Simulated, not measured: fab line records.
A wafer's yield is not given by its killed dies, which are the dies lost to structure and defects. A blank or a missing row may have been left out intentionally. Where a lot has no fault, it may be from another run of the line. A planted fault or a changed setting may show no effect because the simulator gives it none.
Which tool was responsible? | flow sky130 | Sampling: 12 lots, 36 wafers, 3 of 708 route steps

WHAT THE GAUGES READ, wafer by wafer
SKY_CONTACT_THK_MEAS_03.
lot  | measured     | on           | CONTACT_HDPCVD_THK (nm)
L297 | day 30 07:13 | filmMetro-03 | 563 557 571
L299 | day 30 21:07 | filmMetro-04 | 568 563 563
L300 | day 31 05:38 | filmMetro-04 | 561 564 558
L301 | day 31 15:45 | filmMetro-01 | 570 576 575
L302 | day 32 02:49 | filmMetro-03 | 564 571 570
L303 | day 32 04:09 | filmMetro-04 | 557 566 567
L312 | day 35 12:11 | filmMetro-04 | 572 569 572
L315 | day 36 02:47 | filmMetro-04 | 569 569 569
L316 | day 37 01:39 | filmMetro-04 | 555 566 572
L318 | day 37 02:58 | filmMetro-04 | 572 577 569
L319 | day 37 09:12 | filmMetro-03 | 580 568 575
L320 | day 37 15:08 | filmMetro-01 | 567 556 566

WHAT TOOL EACH LOT RAN ON (gives the tool, then ch and the chambers of the sampled wafers, and finally the start)
lot  | SKY_POLY_GATE_ETCH_16             | SKY_POLY_GATE_STRIP_18
L297 | rieDiel-03 ch 1,3, day 16 06:09   | plasmaAsher-03 ch 0,1, day 16 06:18
L299 | rieDiel-03 ch 1,3, day 16 19:46   | plasmaAsher-01 ch 0,1, day 16 19:55
L300 | rieDiel-04 ch 2,3, day 17 10:14   | plasmaAsher-03 ch 0,1, day 17 10:23
L301 | rieDiel-04 ch 0,2, day 17 17:34   | plasmaAsher-03 ch 0,1, day 17 17:45
L302 | rieDiel-01 ch 0,2,3, day 18 05:59 | plasmaAsher-02 ch 0,1, day 18 06:08
L303 | rieDiel-04 ch 0,1, day 18 09:00   | plasmaAsher-03 ch 0,1, day 18 09:09
L312 | rieDiel-01 ch 0,1,2, day 22 05:12 | plasmaAsher-02 ch 0,1, day 22 05:21
L315 | rieDiel-04 ch 0,1,3, day 22 20:15 | plasmaAsher-01 ch 0,1, day 22 20:24
L316 | rieDiel-03 ch 1,2,3, day 23 23:22 | plasmaAsher-02 ch 0,1, day 23 23:35
L318 | rieDiel-04 ch 2,3, day 24 01:32   | plasmaAsher-02 ch 0,1, day 24 01:43
L319 | rieDiel-01 ch 0,1,2, day 24 10:27 | plasmaAsher-01 ch 0,1, day 24 10:35
L320 | rieDiel-03 ch 0,2,3, day 24 14:28 | plasmaAsher-03 ch 0,1, day 24 14:39
- SKY_POLY_GATE_ETCH_16: etches Si3N4 in CH3F/O2, stops on poly-Si, time 147.5 s, target depth 75 nm.
- SKY_POLY_GATE_STRIP_18: strips in O2/N2.

AS READ BY THE TOOLS THEMSELVES (means over the sampled wafers that have a number; for cases with no such wafer, the mark the record gives instead)
SKY_POLY_GATE_ETCH_16.
lot  | tool       | biasW (W) | drypumpMotorCurrentA (A) | oesProductAu (a.u.) | throttleValvePct (%)
L297 | rieDiel-03 | 79.96     | 6.3                      | 0.638               | 10.544
L299 | rieDiel-03 | 79.85     | 6.3                      | 0.632               | 10.541
L300 | rieDiel-04 | 79.99     | 5.1                      | 0.639               | 10.535
L301 | rieDiel-04 | 80.08     | 5.5                      | 0.635               | 10.538
L302 | rieDiel-01 | 80.12     | 5.2                      | 0.633               | 10.539
L303 | rieDiel-04 | 79.81     | 5.7                      | 0.635               | 10.545
L312 | rieDiel-01 | 92.33     | 5.7                      | 0.643               | 10.534
L315 | rieDiel-04 | 79.99     | 5.5                      | 0.633               | 10.532
L316 | rieDiel-03 | 80.04     | 6.3                      | 0.637               | 10.539
L318 | rieDiel-04 | 80.22     | 5.1                      | 0.636               | 10.528
L319 | rieDiel-01 | 79.92     | 5.7                      | 0.634               | 10.543
L320 | rieDiel-03 | 79.79     | 6.0                      | 0.634               | 10.537

SKY_POLY_GATE_STRIP_18.
lot  | tool           | drypumpMotorCurrentA (A) | oesProductAu (a.u.) | stripTimeToEndpointS (s)
L297 | plasmaAsher-03 | 5.7                      | 0.364               | 3.19
L299 | plasmaAsher-01 | 5.6                      | 0.369               | 3.23
L300 | plasmaAsher-03 | 5.7                      | 0.362               | 3.24
L301 | plasmaAsher-03 | 5.7                      | 0.360               | 3.19
L302 | plasmaAsher-02 | 5.9                      | 0.356               | 3.12
L303 | plasmaAsher-03 | 5.7                      | 0.361               | 3.19
L312 | plasmaAsher-02 | 5.9                      | 0.358               | 3.12
L315 | plasmaAsher-01 | 5.4                      | 0.358               | 3.20
L316 | plasmaAsher-02 | 5.7                      | 0.362               | 3.20
L318 | plasmaAsher-02 | 5.9                      | 0.358               | 3.23
L319 | plasmaAsher-01 | 5.6                      | 0.355               | 3.16
L320 | plasmaAsher-03 | 5.7                      | 0.365               | 3.23

THE ANSWER, worked out from the rows above alone
Rule: the usual values come from the lots themselves. The widest of any qualifying gaps counts: lots, ordered by their means at a reading, are off when they make up no more than a third of the lots, leave a main group of 4 or more, and stand apart from it by 3 or more times the standard deviation of that group's means. A main group is skipped when, at the precision printed for the reading in the tables above, its means are all equal. A lot without any number at a reading at which 4 lots or more have one is off too. The other lots that the step has rows for count as sound. After the gauges, taken in route order, come the tools' own readings; for these a lot's mean is taken, as printed above. At the first step where some lot is off, the reading lying furthest off is the one used; lots without a number count as furthest.
Off: L312 (SKY_POLY_GATE_ETCH_16, biasW). Mean 79.98 W and standard deviation 0.13 in the main group.
If a tool, at that step or one of the process steps before it, ran each lot that is off and ran no sound lot following the first of them, it fits. Not one of the candidates tried fits.

WHAT THE SIMULATOR PUT IN
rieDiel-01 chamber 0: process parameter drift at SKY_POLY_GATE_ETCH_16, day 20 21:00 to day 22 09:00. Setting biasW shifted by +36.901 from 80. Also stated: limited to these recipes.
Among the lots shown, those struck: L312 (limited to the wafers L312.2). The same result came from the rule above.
